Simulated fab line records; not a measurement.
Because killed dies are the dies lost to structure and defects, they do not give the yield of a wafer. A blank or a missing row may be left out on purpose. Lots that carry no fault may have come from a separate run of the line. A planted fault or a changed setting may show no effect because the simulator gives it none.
fab line records	flow gf180mcu
record lots=5	wafers=15	last-day=33
route steps=602 shown V4@476
lots with no fault: from the same line, run without faults
start-h: hours from the record's first day to the start of the lot's first wafer shown	wait-h: time in hours since the lot's previous step	" unchanged from the row above	L1.1+2: a row that stands for several wafers	- no value, or no start given	* or withheld: withheld	< > ~ a bound
route shown NAME@n: a module of which the file shows steps, and the number in the route of the first	usual: mean and standard deviation over wafers with no fault	same: alike in all rows	chamber/n: place in a boat	sites: the reading at each site	_std_site: the values' standard deviation	_edge_site: inner sites' mean taken away from outer sites' mean	radius-mm: for every site, how far away it sits from the centre of the wafer	mask NAME#n: copy n	behind: tool/chamber where the wafer was last shaped	hold: why the lot was held/for how many hours/how that ended	device: which transistor (n, p or np) failed to switch	end of line: tests of these same wafers at the route's end	a step with no rows: only its recipe	killed: the dies lost at the first sort to structure and to defects; this is not the yield of the wafer	map: shows each die of a wafer: x if killed, . if not, _ if none is there
set.NAME: the setting that was run; set.NAME@STEP: the one run at that earlier step	model.NAME: the simulator's own value behind a step, which no gauge read
lots at selected steps of the route; one table per step, one row per wafer
services: the hour from which a tool's chamber was out of use, counted from the record's first day as start-h (under 0 if before that day), plus the number of hours and why
## steps
# step GF_V4_CVD_00
# recipe material=SiO2	target-thk-nm=600	sigma-open-frac=0.3	temp-c=400	time-s=100	sih4-flow-sccm=60	pressure-mtorr=6
# usual susceptor-temp-C=399.98/0.22
lot.wafer	tool	chamber	start-h	wait-h	susceptor-temp-C
L081.4	hdpcvd-02	1	597.27	0.0	400.15
L081.5	"	0	"	"	399.90
L081.6	"	2	"	"	399.93
L082.1	hdpcvd-01	1	612.18	0.0	400.10
L082.4	"	0	"	"	399.90
L082.5	"	1	"	"	399.90
L083.1	hdpcvd-01	1	619.37	0.0	399.93
L083.2	"	0	"	"	400.19
L083.3	"	2	"	"	399.87
L089.1	hdpcvd-02	2	663.62	0.0	400.09
L089.3	"	0	"	"	400.17
L089.5	"	0	"	"	400.08
L092.1	hdpcvd-01	1	687.86	0.0	400.38
L092.2	"	2	"	"	400.32
L092.4	"	0	"	"	399.96
# step GF_V4_THK_MEAS_01
# recipe reads=SiO2_of_V4_CVD_00
# usual V4_CVD_00_THK=600/6.8
lot.wafer	tool	chamber	start-h	wait-h	V4_CVD_00_THK[nm]
L081.4	film-metro-02	-	597.34	0.0	604
L081.5	"	-	"	"	608
L081.6	"	-	"	"	605
L082.1	film-metro-02	-	612.26	0.0	598
L082.4	"	-	"	"	588
L082.5	"	-	"	"	592
L083.1	film-metro-02	-	619.44	0.0	609
L083.2	"	-	"	"	611
L083.3	"	-	"	"	600
L089.1	film-metro-04	-	663.69	0.0	586
L089.3	"	-	"	"	596
L089.5	"	-	"	"	594
L092.1	film-metro-04	-	687.93	0.0	605
L092.2	"	-	"	"	599
L092.4	"	-	"	"	612
# step GF_V4_CVD_02
# recipe material=SiO2	target-thk-nm=850	precursor=TEOS	temp-c=400	time-s=94.851	rf-w=600
# usual heater-power-w=630/66	susceptor-temp-C=400.01/0.24
lot.wafer	tool	chamber	start-h	wait-h	heater-power-w	susceptor-temp-C
L081.4	pecvd-02	1	597.40	0.1	624	399.75
L081.5	"	2	"	"	605	400.07
L081.6	"	0	"	"	596	399.93
L082.1	pecvd-02	1	612.32	0.1	729	399.69
L082.4	"	2	"	"	646	400.14
L082.5	"	1	"	"	754	400.05
L083.1	pecvd-03	1	619.50	0.1	562	400.02
L083.2	"	0	"	"	583	399.80
L083.3	"	2	"	"	668	399.64
L089.1	pecvd-01	0	663.75	0.1	560	400.30
L089.3	"	2	"	"	667	399.92
L089.5	"	2	"	"	700	400.37
L092.1	pecvd-01	0	687.99	0.1	617	399.77
L092.2	"	1	"	"	615	400.40
L092.4	"	1	"	"	654	400.28
# step GF_V4_THK_MEAS_03
# recipe reads=SiO2_of_V4_CVD_02
# usual V4_CVD_02_THK=846/11
lot.wafer	tool	chamber	start-h	wait-h	V4_CVD_02_THK[nm]
L081.4	film-metro-04	-	597.47	0.0	831
L081.5	"	-	"	"	846
L081.6	"	-	"	"	840
L082.1	film-metro-04	-	612.39	0.0	831
L082.4	"	-	"	"	857
L082.5	"	-	"	"	851
L083.1	film-metro-04	-	619.57	0.0	842
L083.2	"	-	"	"	824
L083.3	"	-	"	"	840
L089.1	film-metro-02	-	663.82	0.0	840
L089.3	"	-	"	"	837
L089.5	"	-	"	"	859
L092.1	film-metro-02	-	688.06	0.0	832
L092.2	"	-	"	"	836
L092.4	"	-	"	"	862
# step GF_V4_CMP_04
# recipe material=SiO2	down-force-psi=4	platen-rpm=60	pad-velocity-m-s=0.94248
# usual edge-zone-pressure-frac=1.000/0.0047	motor-current-A=12.3/0.61	time-to-endpoint-s=76/6.5
lot.wafer	tool	chamber	start-h	wait-h	edge-zone-pressure-frac	motor-current-A	time-to-endpoint-s
L081.4	cmp-02	0	597.60	0.1	1.006	12.6	63
L081.6	"	2	"	"	0.997	12.6	65
L081.5	"	3	"	"	1.006	11.9	67
L082.1	cmp-02	3	612.51	0.1	1.005	11.6	74
L082.4	"	2	"	"	1.001	12.4	75
L082.5	"	3	"	"	1.001	12.2	81
L083.3	cmp-02	1	619.63	0.0	1.008	12.0	76
L083.1	"	2	"	"	1.002	12.8	68
L083.2	"	0	"	"	1.001	13.1	67
L089.3	cmp-02	0	663.93	0.1	0.997	13.0	73
L089.1	"	1	"	"	1.001	11.8	76
L089.5	"	3	"	"	1.001	11.9	79
L092.2	cmp-01	0	688.12	0.0	1.003	12.1	80
L092.4	"	2	"	"	0.993	12.4	88
L092.1	"	3	"	"	0.997	12.3	74
# step GF_V4_BOW_MEAS_05
# recipe mode=bow
# usual V4_BOW=136/8.9
lot.wafer	tool	chamber	start-h	wait-h	V4_BOW[um]
L081.4	film-metro-04	-	597.86	0.2	141
L081.5	"	-	"	"	139
L081.6	"	-	"	"	143
L082.1	film-metro-01	-	612.81	0.2	141
L082.4	"	-	"	"	141
L082.5	"	-	"	"	144
L083.1	film-metro-01	-	619.93	0.2	153
L083.2	"	-	"	"	145
L083.3	"	-	"	"	138
L089.1	film-metro-02	-	664.18	0.1	128
L089.3	"	-	"	"	130
L089.5	"	-	"	"	134
L092.1	film-metro-01	-	688.42	0.1	141
L092.2	"	-	"	"	128
L092.4	"	-	"	"	130
# step GF_V4_DEHYDRATE_06
# recipe temp-c=200	time-s=60
lot.wafer	tool	chamber	start-h	wait-h
L081.4+5+6	litho-track-01	0	608.08	10.2
L082.1+4+5	litho-track-01	0	622.30	9.5
L083.1+2+3	litho-track-02	0	629.70	9.7
L089.1+3+5	litho-track-02	0	673.25	9.0
L092.1+2+4	litho-track-01	0	698.15	9.7
# step GF_V4_HMDS_07
# recipe prime-time-s=60	prime-temp-c=120
lot.wafer	tool	chamber	start-h	wait-h
L081.4+5+6	litho-track-01	0	608.23	0.1
L082.1+4+5	litho-track-01	0	622.45	0.1
L083.1+2+3	litho-track-02	0	629.85	0.1
L089.1+3+5	litho-track-02	0	673.40	0.1
L092.1+2+4	litho-track-01	0	698.30	0.1
# step GF_V4_COAT_08
# recipe resist=BARC	temp-c=withheld	time-s=withheld	spin-rpm=withheld	resist-thk-nm=withheld
lot.wafer	tool	chamber	start-h	wait-h
L081.4+5+6	litho-track-01	0	608.38	0.1
L082.1+4+5	litho-track-01	0	622.60	0.1
L083.1+2+3	litho-track-02	0	630.00	0.1
L089.1+3+5	litho-track-02	0	673.55	0.1
L092.1+2+4	litho-track-01	0	698.45	0.1
# step GF_V4_COAT_09
# recipe resist=KrF	spin-rpm=withheld	resist-thk-nm=1000
lot.wafer	tool	chamber	start-h	wait-h
L081.4+5+6	litho-track-01	0	-	-
L082.1+4+5	litho-track-01	0	-	-
L083.1+2+3	litho-track-02	0	-	-
L089.1+3+5	litho-track-02	0	-	-
L092.1+2+4	litho-track-01	0	-	-
# step GF_V4_SOFTBAKE_10
# recipe temp-c=130	time-s=60	resist=KrF
lot.wafer	tool	chamber	start-h	wait-h
L081.4+5+6	litho-track-01	0	-	-
L082.1+4+5	litho-track-01	0	-	-
L083.1+2+3	litho-track-02	0	-	-
L089.1+3+5	litho-track-02	0	-	-
L092.1+2+4	litho-track-01	0	-	-
# step GF_V4_EXPOSE_11
# recipe mask-id=Via4	target-cd-nm=260	na=0.68	source-shape=conventional	sigma-outer=0.6	dose-mj=38
lot.wafer	tool	chamber	start-h	wait-h	mask
L081.4+5+6	krf-scanner-01	0	-	-	Via4#0
L082.1+4+5	krf-scanner-02	0	-	-	Via4#0
L083.1+2+3	krf-scanner-01	0	-	-	Via4#0
L089.1+3+5	krf-scanner-02	0	-	-	Via4#0
L092.1+2+4	krf-scanner-02	0	-	-	Via4#0
# step GF_V4_PEB_12
# recipe peb-temp-c=136.2	peb-time-s=90	resist=KrF
# same peb-time-s=90
lot.wafer	tool	chamber	start-h	wait-h
L081.4+5+6	litho-track-02	0	-	-
L082.1+4+5	litho-track-01	0	-	-
L083.1+2+3	litho-track-02	0	-	-
L089.1+3+5	litho-track-02	0	-	-
L092.1+2+4	litho-track-02	0	-	-
## services
tool	chamber	start-h	hours	kind
cmp-01	-	576.00	-	consumable-replace:conditioner
krf-scanner-01	-	580.76	-	calibration
krf-scanner-02	-	587.38	1.0	pm
pecvd-03	-	591.12	14.0	pm
cmp-01	-	592.73	0.5	repair
pecvd-03	0	594.80	24.2	repair
krf-scanner-01	0	597.07	-	calibration
cmp-01	-	603.18	2.7	repair
pecvd-01	2	605.31	6.3	repair
cmp-01	-	605.84	7.8	pm
krf-scanner-02	-	607.28	1.3	pm
krf-scanner-01	-	613.58	0.8	pm
krf-scanner-02	0	627.95	-	calibration
cmp-02	-	633.25	5.3	pm
pecvd-03	0	638.83	5.7	repair
krf-scanner-02	-	648.08	4.7	repair
pecvd-02	-	659.81	1.7	repair
cmp-01	-	665.76	0.9	repair
krf-scanner-01	-	672.37	1.0	pm
cmp-01	-	679.38	0.4	repair
cmp-01	-	681.45	0.5	repair
cmp-02	-	684.63	1.1	repair
pecvd-01	-	686.19	0.5	repair
krf-scanner-01	-	690.28	1.3	pm
## key
fault none
